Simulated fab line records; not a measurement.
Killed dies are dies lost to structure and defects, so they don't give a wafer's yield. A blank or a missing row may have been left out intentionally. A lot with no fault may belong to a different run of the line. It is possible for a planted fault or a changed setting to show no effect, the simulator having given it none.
Which of the tools did it? + flow gf180mcu + 13 lots, 38 wafers sampled, at 5 steps of a route of 602

## WHAT THE GAUGES SHOWED, per wafer
GF_MVPSD_OVL_MEAS_07.
| lot  | measured     | on         | MVPSD_OVL (nm) |
|------|--------------|------------|----------------|
| L493 | day 5 01:26  | overlay-01 | 1.1 3.6 1.1    |
| L494 | day 5 09:22  | overlay-01 | -1.3 -0.8 -0.9 |
| L495 | day 5 11:30  | overlay-02 | 2.7 1.2 -0.4   |
| L496 | day 5 17:51  | overlay-02 | -1.6 -0.6 -2.0 |
| L498 | day 6 05:59  | overlay-01 | 0.5 0.2 1.7    |
| L499 | day 6 10:29  | overlay-01 | -1.2 0.9 1.7   |
| L500 | day 6 16:46  | overlay-02 | 0.7 0.0 0.5    |
| L501 | day 6 23:34  | overlay-01 | 1.3 1.5 -0.5   |
| L502 | day 7 03:18  | overlay-02 | 0.4 1.8 0.6    |
| L503 | day 7 12:42  | overlay-02 | 0.0 1.1 0.4    |
| L511 | day 9 13:14  | overlay-01 | -0.1 -1.5      |
| L513 | day 10 07:00 | overlay-01 | -1.0 -2.9 -1.3 |
| L514 | day 10 11:43 | overlay-02 | 0.1 0.9 -0.3   |

GF_VT_IMPLANT_OVL_MEAS_18.
| lot  | measured     | on         | VT_IMPLANT_01_OVL (nm) |
|------|--------------|------------|------------------------|
| L493 | day 6 07:10  | overlay-02 | 0.4 1.8 2.5            |
| L494 | day 6 15:43  | overlay-02 | -1.5 -1.7 -1.4         |
| L495 | day 6 17:03  | overlay-01 | 1.7 0.8 1.6            |
| L496 | day 6 23:48  | overlay-02 | -1.5 -1.2 -0.2         |
| L498 | day 7 12:35  | overlay-01 | -1.2 -0.1 0.6          |
| L499 | day 7 16:55  | overlay-02 | -0.6 -3.3 0.8          |
| L500 | day 8 00:16  | overlay-01 | -0.5 -0.2 -0.5         |
| L501 | day 8 06:45  | overlay-02 | 0.5 0.5 -0.1           |
| L502 | day 8 10:54  | overlay-02 | -0.7 -2.2 -2.0         |
| L503 | day 8 21:52  | overlay-02 | -0.5 0.6 1.0           |
| L511 | day 11 00:25 | overlay-01 | -1.8 -3.0              |
| L513 | day 11 21:36 | overlay-01 | 2.3 1.3 -0.3           |
| L514 | day 12 01:18 | overlay-01 | -5.1 -2.6 -3.5         |

GF_VT_IMPLANT_RS_MEAS_48: uses a four-point probe to measure.
| lot  | measured     | on           | LVPWELL_RS (ohm/sq) |
|------|--------------|--------------|---------------------|
| L493 | day 7 13:40  | filmMetro-01 | 1196 1196 1196      |
| L494 | day 7 23:34  | filmMetro-04 | 1194 1195 1194      |
| L495 | day 8 01:39  | filmMetro-01 | 1199 1199 1199      |
| L496 | day 8 08:45  | filmMetro-04 | 1197 1195 1195      |
| L498 | day 8 21:56  | filmMetro-01 | 1193 1193 1194      |
| L499 | day 9 02:25  | filmMetro-04 | 1198 1198 1197      |
| L500 | day 9 10:18  | filmMetro-01 | 1197 1197 1198      |
| L501 | day 9 17:20  | filmMetro-04 | 1193 1196 1197      |
| L502 | day 9 22:06  | filmMetro-02 | 1191 1190 1189      |
| L503 | day 10 09:05 | filmMetro-04 | 1192 1191 1193      |
| L511 | day 12 15:07 | filmMetro-02 | 1197 1239           |
| L513 | day 13 13:54 | filmMetro-01 | 1193 1201 1201      |
| L514 | day 13 17:04 | filmMetro-01 | 1197 1197 1191      |

## WHAT TOOL EACH LOT RAN ON (gives the tool, then ch and the chambers of the sampled wafers, and finally the start)
| lot  | GF_LVPWELL_IMPLANT_08          | GF_VT_IMPLANT_STRIP_42              |
|------|--------------------------------|-------------------------------------|
| L493 | implanter-02 ch 0, day 3 21:26 | plasmaAsher-04 ch 0,1, day 7 13:07  |
| L494 | implanter-04 ch 0, day 4 05:08 | plasmaAsher-02 ch 0,1, day 7 23:01  |
| L495 | implanter-04 ch 0, day 4 07:20 | plasmaAsher-04 ch 0,1, day 8 01:05  |
| L496 | implanter-04 ch 0, day 4 13:24 | plasmaAsher-01 ch 0,1, day 8 08:11  |
| L498 | implanter-04 ch 0, day 4 23:53 | plasmaAsher-04 ch 0,1, day 8 21:23  |
| L499 | implanter-01 ch 0, day 5 04:51 | plasmaAsher-02 ch 0,1, day 9 01:52  |
| L500 | implanter-04 ch 0, day 5 11:18 | plasmaAsher-02 ch 0,1, day 9 09:44  |
| L501 | implanter-04 ch 0, day 5 17:06 | plasmaAsher-01 ch 0,1, day 9 16:47  |
| L502 | implanter-02 ch 0, day 5 21:56 | plasmaAsher-04 ch 1, day 9 21:32    |
| L503 | implanter-01 ch 0, day 6 04:56 | plasmaAsher-01 ch 0,1, day 10 08:26 |
| L511 | implanter-04 ch 0, day 8 03:11 | plasmaAsher-04 ch 0,1, day 12 14:34 |
| L513 | implanter-01 ch 0, day 8 20:02 | plasmaAsher-02 ch 0,1, day 13 13:20 |
| L514 | implanter-02 ch 0, day 9 00:18 | plasmaAsher-01 ch 0,1, day 13 16:31 |
- GF_LVPWELL_IMPLANT_08
- GF_VT_IMPLANT_STRIP_42: strips in O2/N2.

## AS READ BY THE TOOLS THEMSELVES (means over the sampled wafers that have a number; for cases with no such wafer, the mark the record gives instead)
GF_VT_IMPLANT_STRIP_42.
| lot  | tool           | drypumpMotorCurrentA (A) | heaterPowerW (W) | oesProductAu (a.u.) | platenTempC (C) | stripTimeToEndpointS (s) |
|------|----------------|--------------------------|------------------|---------------------|-----------------|--------------------------|
| L493 | plasmaAsher-04 | 5.7                      | 347              | 0.714               | 249.90          | 12.64                    |
| L494 | plasmaAsher-02 | 6.4                      | 344              | 0.715               | 249.96          | 12.57                    |
| L495 | plasmaAsher-04 | 5.7                      | 346              | 0.717               | 250.25          | 12.69                    |
| L496 | plasmaAsher-01 | 5.8                      | 328              | 0.716               | 250.12          | 12.67                    |
| L498 | plasmaAsher-04 | 5.7                      | 342              | 0.719               | 249.99          | 12.61                    |
| L499 | plasmaAsher-02 | 6.4                      | 349              | 0.716               | 249.98          | 12.62                    |
| L500 | plasmaAsher-02 | 6.6                      | 336              | 0.715               | 249.98          | 12.61                    |
| L501 | plasmaAsher-01 | 6.1                      | 336              | 0.718               | 250.08          | 12.64                    |
| L502 | plasmaAsher-04 | 6.2                      | 362              | 0.714               | 250.00          | 12.63                    |
| L503 | plasmaAsher-01 | 5.9                      | 329              | 0.715               | 249.84          | 12.61                    |
| L511 | plasmaAsher-04 | 5.8                      | 348              | 0.722               | 250.17          | 12.69                    |
| L513 | plasmaAsher-02 | 6.6                      | 331              | 0.714               | 250.25          | 12.66                    |
| L514 | plasmaAsher-01 | 5.9                      | 324              | 0.716               | 249.93          | 12.67                    |

## THE ANSWER, worked out from the rows above alone
Rule: the lots themselves supply what counts as usual. Put in order of their means at a reading, lots are off if they are a third of the lots or fewer, leave a main group of 4 or more, and stand apart from it by a gap of 3 or more times the standard deviation of the main group's means; of several such gaps the widest counts. A main group whose means are all the same, to the digits that the tables above print for the reading, isn't used. Also off: a lot with no number at a reading for which 4 or more lots have one. Where the step has rows for the other lots, those lots are counted as sound. The gauges are gone through in route order, then the tools' own readings, and for those a lot's mean is taken as printed above. At the first step where some lot is off, the reading lying furthest off is the one used; lots without a number count as furthest.
Off: at GF_VT_IMPLANT_RS_MEAS_48 (LVPWELL_RS), L511. Mean 1195 ohm/sq and standard deviation 2.5 in the main group.
If a tool, at a process step before that reading, ran all the lots that are off and no sound lot after the first of them, it fits. The gauges at GF_VT_IMPLANT_RS_MEAS_48 are tried like those tools. Can't be told from this: 3 tools fit, implanter-04 at GF_LVPWELL_IMPLANT_08, plasmaAsher-04 at GF_VT_IMPLANT_STRIP_42, filmMetro-02 at GF_VT_IMPLANT_RS_MEAS_48.

## WHAT HAD BEEN PUT IN BY THE SIMULATOR
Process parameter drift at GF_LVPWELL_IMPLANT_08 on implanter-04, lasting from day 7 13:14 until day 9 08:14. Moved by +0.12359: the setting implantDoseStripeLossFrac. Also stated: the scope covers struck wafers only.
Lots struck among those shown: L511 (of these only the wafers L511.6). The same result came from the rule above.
